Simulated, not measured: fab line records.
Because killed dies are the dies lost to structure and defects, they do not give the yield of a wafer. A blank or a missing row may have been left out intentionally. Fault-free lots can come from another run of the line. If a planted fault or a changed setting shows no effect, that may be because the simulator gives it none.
Chamber matching + flow sky130 + SKY_VIA3_ETCH_14 on rie_diel-04: 4 sister chambers
The step etches BARC in N2/H2, stops on SiO2, time 45.9 s, target depth 60 nm. 14 wafers are shown with their chamber, then 7 later ones without.

== WAFERS WITH THEIR CHAMBER ==
| wafer  | chamber | drypump_motor_current_A (A) | h2_flow_sccm (sccm) | throttle_valve_pct (%) |
|--------|---------|-----------------------------|---------------------|------------------------|
| L940.3 | 0       | 5.7                         | 199.7               | 13.223                 |
| L940.4 | 1       | 6.4                         | 199.5               | 13.217                 |
| L940.6 | 0       | 5.7                         | 200.6               | 13.228                 |
| L941.1 | 0       | 5.7                         | 200.1               | 13.217                 |
| L941.4 | 1       | 6.4                         | 201.0               | 13.238                 |
| L941.6 | 3       | 4.8                         | 199.8               | 13.219                 |
| L952.4 | 2       | 6.3                         | 200.3               | 13.232                 |
| L952.5 | 2       | 6.3                         | 199.3               | 13.212                 |
| L952.6 | 3       | 4.7                         | 200.8               | 13.220                 |
| L953.1 | 3       | 4.8                         | 201.3               | 13.217                 |
| L953.2 | 2       | 6.3                         | 200.1               | 13.224                 |
| L953.3 | 0       | 5.7                         | 200.2               | 13.215                 |
| L957.2 | 1       | 6.4                         | 199.6               | 13.227                 |
| L957.4 | 2       | 6.3                         | 199.7               | 13.213                 |

SIGNATURES, as means of the wafers listed above
| reading                 | chamber 0 | chamber 1 | chamber 2 | chamber 3 | scatter within a chamber |
|-------------------------|-----------|-----------|-----------|-----------|--------------------------|
| drypump_motor_current_A | 5.700     | 6.400     | 6.300     | 4.767     | 0.0258                   |
| h2_flow_sccm            | 200.150   | 200.033   | 199.850   | 200.633   | 0.598                    |
| throttle_valve_pct      | 13.22075  | 13.22733  | 13.22025  | 13.21867  | 0.00776                  |
Rule: for a wafer and a chamber, the distance is found by dividing, reading by reading, the gap between the wafer's reading and the chamber's mean by the reading's scatter, squaring, summing and taking the root. The wafer belongs to the nearest chamber; if the next one is less than 2 further off, it can't be placed. The scatter: take each reading less its chamber's mean, square it, sum over the shown wafers, divide by the number of wafers less the number of chambers, and take the root.

== WAFERS WITH NO CHAMBER GIVEN ==
| wafer  | drypump_motor_current_A (A) | h2_flow_sccm (sccm) | throttle_valve_pct (%) |
|--------|-----------------------------|---------------------|------------------------|
| L957.6 | 6.3                         | 199.7               | 13.215                 |
| L958.2 | 6.3                         | 200.2               | 13.219                 |
| L958.3 | 5.7                         | 199.3               | 13.216                 |
| L958.5 | 4.7                         | 200.3               | 13.230                 |
| L960.1 | 6.4                         | 199.5               | 13.220                 |
| L960.3 | 5.7                         | 200.6               | 13.216                 |
| L960.5 | 4.7                         | 199.7               | 13.240                 |

== EACH ONE'S CHAMBER ==
| wafer  | from the rows above | in truth |
|--------|---------------------|----------|
| L957.6 | 2                   | 2        |
| L958.2 | 2                   | 2        |
| L958.3 | 0                   | 0        |
| L958.5 | 3                   | 3        |
| L960.1 | 1                   | 1        |
| L960.3 | 0                   | 0        |
| L960.5 | 3                   | 3        |
Placed correctly: 7 of 7. From these rows, 0 cannot be placed. Placed wrongly: 0.
